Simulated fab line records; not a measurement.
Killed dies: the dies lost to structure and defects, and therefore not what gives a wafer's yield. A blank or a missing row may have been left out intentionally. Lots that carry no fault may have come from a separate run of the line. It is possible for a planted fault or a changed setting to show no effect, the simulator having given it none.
What tool caused it? + flow gf180mcu + Sampling: 24 lots, 72 wafers, 6 of 602 route steps

WHAT EACH GAUGE READ, for each wafer
GF_V4_RS_MEAS_24: measurement is done with a four-point probe. Usual: V4_W_RS 0.331 ohm/sq, standard deviation 0.0036.
| lot  | measured     | on            | V4_W_RS (ohm/sq)  | flag |
|------|--------------|---------------|-------------------|------|
| L074 | day 24 23:46 | film metro-03 | 0.332 0.327 0.328 |      |
| L075 | day 25 11:19 | film metro-03 | 0.338 0.337 0.335 |      |
| L076 | day 25 15:31 | film metro-04 | 0.326 0.327 0.326 |      |
| L077 | day 25 18:37 | film metro-02 | 0.339 0.335 0.337 |      |
| L079 | day 26 00:41 | film metro-04 | 0.332 0.329 0.331 |      |
| L078 | day 26 04:58 | film metro-03 | 0.328 0.330 0.329 |      |
| L080 | day 26 14:37 | film metro-03 | 0.335 0.332 0.334 |      |
| L081 | day 26 22:20 | film metro-03 | 0.332 0.337 0.337 |      |
| L082 | day 27 03:25 | film metro-03 | 0.331 0.334 0.335 |      |
| L083 | day 27 07:05 | film metro-02 | 0.329 0.330 0.332 |      |
| L084 | day 27 22:02 | film metro-03 | 0.333 0.333 0.336 |      |
| L085 | day 28 05:59 | film metro-02 | 0.327 0.329 0.328 |      |
| L086 | day 28 14:43 | film metro-02 | 0.327 0.328 0.327 |      |
| L087 | day 28 17:46 | film metro-04 | 0.328 0.326 0.331 |      |
| L088 | day 28 21:35 | film metro-04 | 0.333 0.330 0.331 |      |
| L089 | day 29 12:47 | film metro-02 | 0.330 0.327 0.328 |      |
| L090 | day 29 13:34 | film metro-02 | 0.330 0.329 0.328 |      |
| L091 | day 29 22:17 | film metro-03 | 0.332 0.334 0.334 |      |
| L092 | day 29 22:26 | film metro-02 | 0.325 0.328 0.331 |      |
| L093 | day 30 12:04 | film metro-02 | 0.339 0.337 0.337 |      |
| L094 | day 30 14:43 | film metro-02 | 0.329 0.324 0.331 |      |
| L095 | day 31 02:36 | film metro-02 | 0.330 0.330 0.333 |      |
| L096 | day 31 05:10 | film metro-03 | 0.330 0.332 0.334 |      |
| L097 | day 31 09:34 | film metro-04 | 0.334 0.328 0.331 |      |

GF_TOP_METAL_RS_MEAS_05: measurement is done with a four-point probe. Usual: TOP_METAL_ALCU_RS 0.0327 ohm/sq, standard deviation 0.00035.
| lot  | measured     | on            | TOP_METAL_ALCU_RS (ohm/sq) | flag |
|------|--------------|---------------|----------------------------|------|
| L074 | day 27 18:59 | film metro-03 | 0.0321 0.0321 0.0323       |      |
| L075 | day 28 03:06 | film metro-02 | 0.0329 0.0328 0.0328       |      |
| L076 | day 28 08:37 | film metro-01 | 0.0332 0.0332 0.0332       |      |
| L077 | day 28 13:34 | film metro-01 | 0.0331 0.0329 0.0328       |      |
| L079 | day 28 17:10 | film metro-01 | 0.0330 0.0332 0.0329       |      |
| L078 | day 28 20:30 | film metro-01 | 0.0327 0.0324 0.0327       |      |
| L080 | day 29 06:17 | film metro-03 | 0.0327 0.0325 0.0326       |      |
| L081 | day 29 15:38 | film metro-02 | 0.0329 0.0331 0.0331       |      |
| L082 | day 29 17:10 | film metro-03 | 0.0324 0.0324 0.0325       |      |
| L083 | day 29 20:33 | film metro-01 | 0.0326 0.0328 0.0327       |      |
| L084 | day 30 12:04 | film metro-03 | 0.0323 0.0326 0.0322       |      |
| L085 | day 30 19:24 | film metro-01 | 0.0326 0.0322 0.0324       |      |
| L086 | day 31 02:56 | film metro-01 | 0.0324 0.0328 0.0327       |      |
| L087 | day 31 06:02 | film metro-03 | 0.0326 0.0323 0.0326       |      |
| L088 | day 31 09:33 | film metro-03 | 0.0325 0.0327 0.0326       |      |
| L089 | day 31 23:02 | film metro-02 | 0.0336 0.0333 0.0335       |      |
| L090 | day 32 00:14 | film metro-02 | 0.0329 0.0327 0.0330       |      |
| L091 | day 32 08:09 | film metro-02 | 0.0332 0.0326 0.0328       |      |
| L092 | day 32 08:27 | film metro-01 | 0.0328 0.0331 0.0329       |      |
| L093 | day 32 19:22 | film metro-03 | 0.0328 0.0327 0.0329       |      |
| L094 | day 32 23:12 | film metro-01 | 0.0323 0.0319 0.0321       |      |
| L095 | day 33 08:02 | film metro-01 | 0.0323 0.0324 0.0324       |      |
| L096 | day 33 12:14 | film metro-02 | 0.0325 0.0323 0.0326       |      |
| L097 | day 33 14:23 | film metro-02 | 0.0331 0.0331 0.0329       |      |

GF_TOP_METAL_OVL_MEAS_15. Usual: TOP_METAL_OVL 0.0 nm, standard deviation 1.5.
| lot  | measured     | on         | TOP_METAL_OVL (nm) | flag |
|------|--------------|------------|--------------------|------|
| L074 | day 28 14:58 | overlay-02 | -1.1 0.0 1.6       |      |
| L075 | day 28 23:07 | overlay-02 | -0.8 -0.7 -0.6     |      |
| L076 | day 29 04:04 | overlay-01 | 0.7 1.5 2.4        |      |
| L077 | day 29 08:32 | overlay-01 | -2.1 -0.1 -2.3     |      |
| L079 | day 29 12:49 | overlay-02 | 1.3 -0.9 0.0       |      |
| L078 | day 29 16:01 | overlay-01 | 1.0 -0.1 -1.0      |      |
| L080 | day 30 00:49 | overlay-02 | -0.3 1.1 -0.2      |      |
| L081 | day 30 10:23 | overlay-01 | 1.8 -0.9 0.2       |      |
| L082 | day 30 11:37 | overlay-02 | 0.2 0.3 1.6        |      |
| L083 | day 30 15:19 | overlay-01 | -1.4 -2.3 -1.1     |      |
| L084 | day 31 05:58 | overlay-02 | 1.1 0.9 -0.8       |      |
| L085 | day 31 12:49 | overlay-02 | 2.2 0.8 -0.2       |      |
| L086 | day 31 19:44 | overlay-02 | -0.4 2.2 0.3       |      |
| L087 | day 31 23:01 | overlay-02 | 1.2 -0.5 0.3       |      |
| L088 | day 32 02:34 | overlay-01 | -2.0 -2.7 -2.0     |      |
| L089 | day 32 16:04 | overlay-02 | -1.0 2.0 1.6       |      |
| L090 | day 32 16:58 | overlay-01 | -0.6 1.6 0.2       |      |
| L091 | day 32 23:52 | overlay-01 | -0.3 -0.5 -0.9     |      |
| L092 | day 33 00:37 | overlay-02 | 1.0 -0.7 -1.2      |      |
| L093 | day 33 11:37 | overlay-02 | 1.4 0.1 1.4        |      |
| L094 | day 33 14:22 | overlay-02 | 2.1 1.4 3.4        |      |
| L095 | day 33 23:49 | overlay-01 | -3.2 -2.0 -3.1     |      |
| L096 | day 34 02:52 | overlay-01 | -0.7 -0.2 0.1      |      |
| L097 | day 34 05:31 | overlay-01 | -0.4 -0.2 -1.0     |      |

WHICH TOOL RAN EACH LOT (tool, then ch and the chambers of the sampled wafers, then the start)
| lot  | GF_V1_CMP_26                  | GF_MIM_SPUTTER_02            | GF_TOP_METAL_SPUTTER_04      |
|------|-------------------------------|------------------------------|------------------------------|
| L074 | cmp-02 ch 2,3, day 18 17:32   | pvd sputter-01, day 25 01:02 | pvd sputter-02, day 27 18:57 |
| L075 | cmp-01 ch 1,3, day 19 06:07   | pvd sputter-04, day 25 11:54 | pvd sputter-01, day 28 03:04 |
| L076 | cmp-01 ch 0,1,3, day 19 11:44 | pvd sputter-04, day 25 16:08 | pvd sputter-02, day 28 08:35 |
| L077 | cmp-02 ch 0,1,2, day 19 15:49 | pvd sputter-01, day 25 19:14 | pvd sputter-02, day 28 13:33 |
| L079 | cmp-02 ch 0,1,3, day 19 21:29 | pvd sputter-04, day 26 01:17 | pvd sputter-01, day 28 17:07 |
| L078 | cmp-02 ch 1,2,3, day 20 01:32 | pvd sputter-03, day 26 05:35 | pvd sputter-04, day 28 20:28 |
| L080 | cmp-01 ch 0,2,3, day 20 14:25 | pvd sputter-04, day 26 15:11 | pvd sputter-04, day 29 06:13 |
| L081 | cmp-02 ch 0,1,2, day 20 23:28 | pvd sputter-01, day 26 23:08 | pvd sputter-04, day 29 15:34 |
| L082 | cmp-02 ch 2,3, day 21 05:51   | pvd sputter-04, day 27 04:00 | pvd sputter-04, day 29 17:07 |
| L083 | cmp-01 ch 1,2, day 21 09:40   | pvd sputter-03, day 27 07:40 | pvd sputter-02, day 29 20:31 |
| L084 | cmp-02 ch 0,1,3, day 22 03:50 | pvd sputter-04, day 27 22:38 | pvd sputter-02, day 30 12:01 |
| L085 | cmp-01 ch 2,3, day 22 13:55   | pvd sputter-04, day 28 06:35 | pvd sputter-02, day 30 19:22 |
| L086 | cmp-02 ch 0,3, day 22 20:59   | pvd sputter-01, day 28 15:17 | pvd sputter-01, day 31 02:52 |
| L087 | cmp-01 ch 1,2,3, day 23 02:34 | pvd sputter-03, day 28 18:23 | pvd sputter-02, day 31 06:01 |
| L088 | cmp-02 ch 0,1, day 23 08:01   | pvd sputter-01, day 28 22:11 | pvd sputter-01, day 31 09:32 |
| L089 | cmp-01 ch 1,2,3, day 23 20:48 | pvd sputter-01, day 29 13:25 | pvd sputter-04, day 31 23:00 |
| L090 | cmp-02 ch 0,3, day 24 01:51   | pvd sputter-01, day 29 14:10 | pvd sputter-04, day 32 00:13 |
| L091 | cmp-02 ch 0,2, day 24 13:12   | pvd sputter-03, day 29 22:53 | pvd sputter-04, day 32 08:06 |
| L092 | cmp-01 ch 1,2, day 24 13:14   | pvd sputter-01, day 29 23:01 | pvd sputter-01, day 32 08:24 |
| L093 | cmp-01 ch 0,2,3, day 25 03:26 | pvd sputter-04, day 30 12:41 | pvd sputter-01, day 32 19:20 |
| L094 | cmp-02 ch 0,1, day 25 08:32   | pvd sputter-04, day 30 15:20 | pvd sputter-02, day 32 23:10 |
| L095 | cmp-01 ch 0,1,3, day 25 17:41 | pvd sputter-04, day 31 03:13 | pvd sputter-04, day 33 08:00 |
| L096 | cmp-01 ch 0,1,2, day 25 22:30 | pvd sputter-01, day 31 05:45 | pvd sputter-02, day 33 12:11 |
| L097 | cmp-02 ch 1,2,3, day 26 05:05 | pvd sputter-04, day 31 10:11 | pvd sputter-04, day 33 14:22 |
- GF_V1_CMP_26: polishes, stops on SiO2, t overpolish 15 s, target thk 0 nm.
- GF_MIM_SPUTTER_02: material AlCu, target thk 450 nm, time 23.9 s.
- GF_TOP_METAL_SPUTTER_04: material TiN, target thk 25 nm, time 20.8 s.

WHAT THE TOOLS THEMSELVES READ (means of the sampled wafers that have a number; where no wafer has one, the mark that the record gives instead)
GF_V1_CMP_26. Usual: motor current A 10.6 A, standard deviation 1.3; overpolish run s 15.001 s, standard deviation 0.0086; time to endpoint s 85 s, standard deviation 3.5.
| lot  | tool   | motor current A (A) | overpolish run s (s) | time to endpoint s (s) | flag |
|------|--------|---------------------|----------------------|------------------------|------|
| L074 | cmp-02 | 11.0                | 15.011               | 89                     |      |
| L075 | cmp-01 | 10.6                | 14.999               | 81                     |      |
| L076 | cmp-01 | 10.3                | 14.995               | 78                     |      |
| L077 | cmp-02 | 10.7                | 14.998               | 83                     |      |
| L079 | cmp-02 | 10.9                | 15.007               | 84                     |      |
| L078 | cmp-02 | 10.5                | 14.991               | 83                     |      |
| L080 | cmp-01 | 10.0                | 15.003               | 86                     |      |
| L081 | cmp-02 | 10.6                | 14.996               | 88                     |      |
| L082 | cmp-02 | 11.7                | 15.001               | 91                     |      |
| L083 | cmp-01 | 11.7                | 15.001               | 85                     |      |
| L084 | cmp-02 | 10.6                | 15.010               | 86                     |      |
| L085 | cmp-01 | 9.6                 | 14.995               | 85                     |      |
| L086 | cmp-02 | 11.7                | 15.002               | 85                     |      |
| L087 | cmp-01 | 10.4                | 14.996               | 84                     |      |
| L088 | cmp-02 | 10.8                | 15.005               | 88                     |      |
| L089 | cmp-01 | 10.5                | 14.998               | 83                     |      |
| L090 | cmp-02 | 11.5                | 15.005               | 84                     |      |
| L091 | cmp-02 | 11.5                | 14.999               | 89                     |      |
| L092 | cmp-01 | 11.9                | 14.992               | 84                     |      |
| L093 | cmp-01 | 10.1                | 14.991               | 83                     |      |
| L094 | cmp-02 | 11.0                | 14.996               | 91                     |      |
| L095 | cmp-01 | 10.0                | 15.000               | 84                     |      |
| L096 | cmp-01 | 10.9                | 14.999               | 80                     |      |
| L097 | cmp-02 | 10.6                | 14.999               | 86                     |      |

GF_MIM_SPUTTER_02. Usual: cathode dc power W 10600 W, standard deviation 2.1; throttle valve pct 30.3 %, standard deviation 0.93.
| lot  | tool           | cathode dc power W (W) | throttle valve pct (%) | flag |
|------|----------------|------------------------|------------------------|------|
| L074 | pvd sputter-01 | 10600                  | 30.2                   |      |
| L075 | pvd sputter-04 | 10599                  | 30.4                   |      |
| L076 | pvd sputter-04 | 10600                  | 31.7                   |      |
| L077 | pvd sputter-01 | 10601                  | 30.3                   |      |
| L079 | pvd sputter-04 | 10601                  | 29.6                   |      |
| L078 | pvd sputter-03 | 10598                  | 29.8                   |      |
| L080 | pvd sputter-04 | 10600                  | 30.1                   |      |
| L081 | pvd sputter-01 | 10599                  | 30.1                   |      |
| L082 | pvd sputter-04 | 10601                  | 30.1                   |      |
| L083 | pvd sputter-03 | 10600                  | 30.1                   |      |
| L084 | pvd sputter-04 | 10600                  | 30.8                   |      |
| L085 | pvd sputter-04 | 10600                  | 31.4                   |      |
| L086 | pvd sputter-01 | 10601                  | 30.3                   |      |
| L087 | pvd sputter-03 | 10599                  | 30.5                   |      |
| L088 | pvd sputter-01 | 10600                  | 29.8                   |      |
| L089 | pvd sputter-01 | 10602                  | 29.7                   |      |
| L090 | pvd sputter-01 | 10600                  | 30.4                   |      |
| L091 | pvd sputter-03 | 10600                  | 30.1                   |      |
| L092 | pvd sputter-01 | 10600                  | 29.8                   |      |
| L093 | pvd sputter-04 | 10601                  | 30.1                   |      |
| L094 | pvd sputter-04 | 10599                  | 29.7                   |      |
| L095 | pvd sputter-04 | 10602                  | 30.6                   |      |
| L096 | pvd sputter-01 | 10601                  | 30.1                   |      |
| L097 | pvd sputter-04 | 10600                  | 31.9                   |      |

GF_TOP_METAL_SPUTTER_04. Usual: cathode dc power W 6500.0 W, standard deviation 1.2; throttle valve pct 30.2 %, standard deviation 1.
| lot  | tool           | cathode dc power W (W) | throttle valve pct (%) | flag |
|------|----------------|------------------------|------------------------|------|
| L074 | pvd sputter-02 | 6501.1                 | 30.0                   |      |
| L075 | pvd sputter-01 | 6500.2                 | 29.5                   |      |
| L076 | pvd sputter-02 | 6499.5                 | 29.0                   |      |
| L077 | pvd sputter-02 | 6499.9                 | 28.8                   |      |
| L079 | pvd sputter-01 | 6499.8                 | 30.4                   |      |
| L078 | pvd sputter-04 | 6500.7                 | 31.2                   |      |
| L080 | pvd sputter-04 | 6500.3                 | 30.2                   |      |
| L081 | pvd sputter-04 | 6499.8                 | 31.3                   |      |
| L082 | pvd sputter-04 | 6500.7                 | 29.8                   |      |
| L083 | pvd sputter-02 | 6500.5                 | 29.4                   |      |
| L084 | pvd sputter-02 | 6500.4                 | 29.3                   |      |
| L085 | pvd sputter-02 | 6499.1                 | 30.2                   |      |
| L086 | pvd sputter-01 | 6499.2                 | 30.0                   |      |
| L087 | pvd sputter-02 | 6500.3                 | 29.4                   |      |
| L088 | pvd sputter-01 | 6500.1                 | 30.0                   |      |
| L089 | pvd sputter-04 | 6501.4                 | 30.1                   |      |
| L090 | pvd sputter-04 | 6498.8                 | 30.6                   |      |
| L091 | pvd sputter-04 | 6500.4                 | 31.9                   |      |
| L092 | pvd sputter-01 | 6499.5                 | 30.0                   |      |
| L093 | pvd sputter-01 | 6499.8                 | 29.9                   |      |
| L094 | pvd sputter-02 | 6500.0                 | 30.1                   |      |
| L095 | pvd sputter-04 | 6498.9                 | 30.6                   |      |
| L096 | pvd sputter-02 | 6500.1                 | 30.1                   |      |
| L097 | pvd sputter-04 | 6498.6                 | 30.4                   |      |

THE ANSWER, worked out from the rows above alone
Rule: a lot is off if the mean of its wafers that have a number lies more than 3 standard deviations from the usual mean. Also off: a lot with no number at a reading for which 4 or more lots have one. The other lots that the step has rows for count as sound. Order of review: gauges by route order, followed by the tools' own readings, for which a lot's mean as printed above is used. The first step at which some lot is off is used, and at that step the reading that is off furthest; a lot without a number counts as furthest.
No lot is off on any of the readings shown, so nothing can be concluded from this.

WHAT THE SIMULATOR HAD PUT IN
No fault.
